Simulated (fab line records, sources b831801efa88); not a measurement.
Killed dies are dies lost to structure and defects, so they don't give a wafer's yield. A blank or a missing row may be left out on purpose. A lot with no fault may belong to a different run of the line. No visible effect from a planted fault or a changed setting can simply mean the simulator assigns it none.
A sampling plan put to the test ; flow sky130 ; 21 faults told of in these records, all on one fab line, each judged by the records of the lots it struck
The plan consists of the line's own looks: route steps at which the wafer is read by a gauge or an inspection but not changed. A look is open to judgement when struck wafers have a number at it and the file gives its usual mean and standard deviation on fault-free wafers. Caught: 4 or more of those standard deviations (sigma) separate the usual mean from the mean of the struck wafers at a look after the fault's first step. On the tool: the identical test, applied to the tool's own readings at the steps of the fault. If the struck wafers alone have a blank record, or they carry another recipe, that too counts as caught.

THE FAULTS, as the simulator had put them in
1. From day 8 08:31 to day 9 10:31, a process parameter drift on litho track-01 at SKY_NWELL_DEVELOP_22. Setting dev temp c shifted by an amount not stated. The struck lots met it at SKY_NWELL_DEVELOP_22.
2. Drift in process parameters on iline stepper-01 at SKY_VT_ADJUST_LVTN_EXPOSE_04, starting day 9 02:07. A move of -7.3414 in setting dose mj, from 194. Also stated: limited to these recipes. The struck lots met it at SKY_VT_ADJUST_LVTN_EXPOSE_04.
3. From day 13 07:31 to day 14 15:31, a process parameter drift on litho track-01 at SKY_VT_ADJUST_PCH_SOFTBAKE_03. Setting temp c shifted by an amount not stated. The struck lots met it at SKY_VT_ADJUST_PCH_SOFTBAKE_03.
4. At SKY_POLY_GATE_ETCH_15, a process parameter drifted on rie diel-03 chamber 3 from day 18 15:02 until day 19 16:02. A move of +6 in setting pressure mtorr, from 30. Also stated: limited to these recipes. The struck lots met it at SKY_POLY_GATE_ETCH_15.
5. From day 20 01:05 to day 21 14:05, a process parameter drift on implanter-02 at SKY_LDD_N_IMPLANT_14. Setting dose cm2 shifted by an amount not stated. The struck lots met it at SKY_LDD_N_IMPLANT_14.
6. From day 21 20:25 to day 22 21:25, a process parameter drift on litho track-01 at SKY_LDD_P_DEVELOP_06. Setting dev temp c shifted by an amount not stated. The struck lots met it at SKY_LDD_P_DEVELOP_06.
7. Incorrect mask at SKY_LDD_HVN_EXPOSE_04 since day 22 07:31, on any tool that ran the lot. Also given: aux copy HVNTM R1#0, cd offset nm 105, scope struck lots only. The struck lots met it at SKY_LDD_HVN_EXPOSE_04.
8. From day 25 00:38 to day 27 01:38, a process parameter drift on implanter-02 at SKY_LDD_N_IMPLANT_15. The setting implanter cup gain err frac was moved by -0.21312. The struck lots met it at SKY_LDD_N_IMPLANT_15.
9. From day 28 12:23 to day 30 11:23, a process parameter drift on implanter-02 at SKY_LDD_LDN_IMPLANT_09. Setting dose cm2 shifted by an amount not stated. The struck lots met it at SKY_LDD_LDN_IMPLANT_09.
10. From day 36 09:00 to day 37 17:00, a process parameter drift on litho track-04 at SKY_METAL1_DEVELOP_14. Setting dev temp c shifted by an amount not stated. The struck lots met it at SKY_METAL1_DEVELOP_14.
11. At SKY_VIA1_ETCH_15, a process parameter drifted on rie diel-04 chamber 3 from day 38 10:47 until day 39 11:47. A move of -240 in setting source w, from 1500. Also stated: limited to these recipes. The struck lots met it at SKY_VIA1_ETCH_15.
12. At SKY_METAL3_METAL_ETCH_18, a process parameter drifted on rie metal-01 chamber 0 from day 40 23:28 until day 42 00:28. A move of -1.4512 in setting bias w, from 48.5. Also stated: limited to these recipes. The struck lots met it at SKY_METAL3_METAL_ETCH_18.
13. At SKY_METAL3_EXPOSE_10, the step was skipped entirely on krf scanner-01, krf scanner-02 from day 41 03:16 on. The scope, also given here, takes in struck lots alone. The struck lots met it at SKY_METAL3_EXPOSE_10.
14. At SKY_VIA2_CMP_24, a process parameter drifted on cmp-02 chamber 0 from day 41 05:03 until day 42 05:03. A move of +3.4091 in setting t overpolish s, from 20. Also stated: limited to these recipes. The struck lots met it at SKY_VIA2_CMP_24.
15. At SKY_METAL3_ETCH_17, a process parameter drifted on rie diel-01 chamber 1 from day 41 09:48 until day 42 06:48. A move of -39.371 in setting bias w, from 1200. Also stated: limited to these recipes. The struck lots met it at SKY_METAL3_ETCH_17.
16. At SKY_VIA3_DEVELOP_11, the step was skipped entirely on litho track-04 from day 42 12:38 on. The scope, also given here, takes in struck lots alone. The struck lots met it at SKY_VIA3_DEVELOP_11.
17. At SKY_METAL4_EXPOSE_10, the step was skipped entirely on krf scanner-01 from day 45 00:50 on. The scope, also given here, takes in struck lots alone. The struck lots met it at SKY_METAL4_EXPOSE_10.
18. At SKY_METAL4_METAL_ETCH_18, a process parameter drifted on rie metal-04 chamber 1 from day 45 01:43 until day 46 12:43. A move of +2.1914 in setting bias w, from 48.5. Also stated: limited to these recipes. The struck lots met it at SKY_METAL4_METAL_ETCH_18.
19. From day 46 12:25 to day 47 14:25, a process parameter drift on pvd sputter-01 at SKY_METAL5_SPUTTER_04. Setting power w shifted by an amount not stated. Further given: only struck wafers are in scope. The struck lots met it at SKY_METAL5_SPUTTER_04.
20. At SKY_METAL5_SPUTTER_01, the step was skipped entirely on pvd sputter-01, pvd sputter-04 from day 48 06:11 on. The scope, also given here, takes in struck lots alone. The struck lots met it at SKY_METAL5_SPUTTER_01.
21. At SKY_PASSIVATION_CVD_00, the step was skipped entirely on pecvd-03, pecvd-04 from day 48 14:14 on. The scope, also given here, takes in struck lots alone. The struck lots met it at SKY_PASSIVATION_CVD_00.

WHAT THE PLAN SAW
fault;on the tool itself;first look that catches it;reading, sigma;median hours from its first step to that look;hours from the fault's start to the first struck lot there;judged looks passed uncaught
1;developer temp C +20 sigma;no look after it can be judged;-;-;-;0
2;exposure dose mJ cm2 -39 sigma;not the one look that can be judged after it;-;-;-;1
3;plate temp C +9.5 sigma;not the one look that can be judged after it;-;-;-;1
4;chamber pressure mTorr +99 or beyond sigma;no look after it can be judged;-;-;-;0
5;dose ions cm2 -99 or beyond sigma;no look after it can be judged;-;-;-;0
6;developer temp C -6.7 sigma;none of the 2 looks that can be judged after it;-;-;-;2
7;no reading that can be judged;no look after it can be judged;-;-;-;0
8;beam on s +14 sigma;no look after it can be judged;-;-;-;0
9;dose ions cm2 +99 or beyond sigma;none of the 2 looks that can be judged after it;-;-;-;2
10;developer temp C -9.1 sigma;not the one look that can be judged after it;-;-;-;1
11;rf fwd power W -48 sigma;not the one look that can be judged after it;-;-;-;1
12;bias w -9.1 sigma;not the one look that can be judged after it;-;-;-;1
13;no reading that can be judged;no look after it can be judged;-;-;-;0
14;overpolish run s +99 or beyond sigma;no look after it can be judged;-;-;-;0
15;bias w -15 sigma;no look after it can be judged;-;-;-;0
16;the tool's record is blank for the struck wafers;no look after it can be judged;-;-;-;0
17;no reading that can be judged;no look after it can be judged;-;-;-;0
18;bias w +16 sigma;no look after it can be judged;-;-;-;0
19;cathode dc power W -99 or beyond sigma;no look after it can be judged;-;-;-;0
20;the tool's record is blank for the struck wafers;no look after it can be judged;-;-;-;0
21;the tool's record is blank for the struck wafers;no look after it can be judged;-;-;-;0
A dash: the fault isn't caught, or these records don't give the number.

Caught at a look: 0 of 21. Caught on the tool: 18 of 21. By one or the other: 18 of 21.
Caught on the tool alone: faults 1, 2, 3, 4, 5, 6, 8, 9, 10, 11, 12, 14, 15, 16, 18, 19, 20, 21.
Caught by neither: faults 7, 13, 17.
